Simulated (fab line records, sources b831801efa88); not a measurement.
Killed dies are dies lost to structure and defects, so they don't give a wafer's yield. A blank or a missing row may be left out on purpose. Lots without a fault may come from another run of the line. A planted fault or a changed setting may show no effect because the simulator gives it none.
Which tool did it? | flow sky130 | 7 lots, 21 wafers sampled, at 1 step of a route of 708

WHAT THE GAUGES READ, wafer by wafer
SKY_DNWELL_TW_MEAS_09.
lot  | measured    | on            | DNWELL_TW
L556 | day 3 20:14 | film_metro-02 | 1122 1121 1122
L558 | day 4 09:22 | film_metro-04 | 1129 1127 1127
L560 | day 5 00:12 | film_metro-02 | 1120 1119 1117
L564 | day 5 15:16 | film_metro-04 | 1127 1122 1126
L572 | day 7 09:16 | film_metro-02 | 1116 1113 1116
L574 | day 7 21:37 | film_metro-01 | 1128 1122 1124
L576 | day 8 09:07 | film_metro-02 | 1115 1114 1112

WHICH TOOL RAN EACH LOT (tool, then ch and the chambers of the sampled wafers, then the start)
The record holds no process step before these readings.

THE ANSWER, worked out from the rows above alone
Rule: what is usual is taken from the lots themselves. Put in order of their means at a reading, lots are off if they are a third of the lots or fewer, leave a main group of 4 or more, and stand apart from it by a gap of 3 or more times the standard deviation of the main group's means; of several such gaps the widest counts. A main group whose means are all the same, to the digits that the tables above print for the reading, isn't used. A lot without any number at a reading at which 4 lots or more have one is off too. The other lots that the step has rows for count as sound.
No lot is off at any reading shown: from this, nothing can be told.

WHAT THE SIMULATOR HAD PUT IN
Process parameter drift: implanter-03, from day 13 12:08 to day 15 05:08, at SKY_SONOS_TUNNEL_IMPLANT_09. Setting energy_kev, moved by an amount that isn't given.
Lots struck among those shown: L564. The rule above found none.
